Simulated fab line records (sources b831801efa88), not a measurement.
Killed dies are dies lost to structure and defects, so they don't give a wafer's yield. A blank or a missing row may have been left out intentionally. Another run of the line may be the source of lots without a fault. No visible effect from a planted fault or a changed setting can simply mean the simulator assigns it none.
2 desks, one fault || flow gf180mcu || numbers are kept per desk, each desk with only its own; the story behind them comes last

== AT THE METROLOGY DESK ==
What the gauges read for every lot (on any tool): the sampled wafers with a number, averaged. The brackets show how far a lot's mean lies from the usual mean; more than 4 standard deviations puts the lot out of limits, marked OUT.
Columns: A = cd nm at GF_NSD_CD_MEAS_07, usual 400.1 nm; B = cd nm at GF_V1_CD_MEAS_14, usual 259.5 nm
{"lot": "L984", "first seen here": "day 13 13:07", "A": 401.1, "B": 259.7}
{"lot": "L985", "first seen here": "day 14 01:03", "A": 401.5, "B": 261.3}
{"lot": "L986", "first seen here": "day 14 13:39", "A": 403.0, "B": 259.4}
{"lot": "L990", "first seen here": "day 15 16:02", "A": "388.4 (-5.6) OUT", "B": 259.7}
{"lot": "L995", "first seen here": "day 17 05:48", "A": "388.9 (-5.3) OUT", "B": 260.9}
{"lot": "L997", "first seen here": "day 17 19:02", "A": 397.8, "B": 260.2}
{"lot": "L100", "first seen here": "day 19 01:40", "A": 398.8, "B": 261.0}
{"lot": "L101", "first seen here": "day 19 07:54", "A": 398.1, "B": 259.9}
{"lot": "L102", "first seen here": "day 19 11:27", "A": 398.2, "B": 260.1}
{"lot": "L103", "first seen here": "day 19 23:22", "A": 399.5, "B": 258.1}
{"lot": "L105", "first seen here": "day 20 08:49", "A": 400.4, "B": 260.6}
{"lot": "L107", "first seen here": "day 20 17:23", "A": 399.3, "B": 258.2}
This desk's verdict: out of limits on L990, L995, starting with L990 at day 15 16:02 (cd nm at GF_NSD_CD_MEAS_07). L984, L985, L986, L997, L100, L101, L102, L103, L105, L107: within limits.

== THE TOOL OWNER'S DESK: iline stepper-02 ==
The tool's own readings at GF_NSD_EXPOSE_04 (exposes mask Nplus, target cd 400 nm): means of the sampled wafers that have a number, for each lot that ran on this tool. The brackets show how far a lot's mean lies from the usual mean; more than 4 standard deviations puts the lot out of limits, marked OUT.
Columns: A = exposure dose mJ cm2 at GF_NSD_EXPOSE_04, usual 140.04; B = stage vel mm s at GF_NSD_EXPOSE_04, usual 499.99 mm/s
{"lot": "L984", "first seen here": "day 13 03:15", "A": 139.85, "B": 500.31}
{"lot": "L986", "first seen here": "day 14 03:22", "A": 140.12, "B": 499.92}
{"lot": "L990", "first seen here": "day 15 05:37", "A": "134.09 (-42) OUT", "B": 500.05}
{"lot": "L995", "first seen here": "day 16 18:41", "A": "135.20 (-35) OUT", "B": 500.22}
This desk's verdict: out of limits on L990, L995, starting with L990 at day 15 05:37 (exposure dose mJ cm2 at GF_NSD_EXPOSE_04). L984, L986: within limits.

== TAKEN TOGETHER ==
On L990, L995, at day 15 05:37, an alarm was possible from the tool owner's desk.
An alarm was possible from the metrology desk at day 15 16:02, on L990, L995.
All the named lots went through GF_NSD_EXPOSE_04 on iline stepper-02.

== WHAT THE SIMULATOR HAD PUT IN ==
Drift in process parameters on iline stepper-02 at GF_NSD_EXPOSE_04, starting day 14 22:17. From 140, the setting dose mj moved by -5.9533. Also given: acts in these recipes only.
Struck lots among those shown: L990, L995.
Hours from the fault's start to each desk's first reading out of limits: the tool owner's desk, 7; the metrology desk, 18.
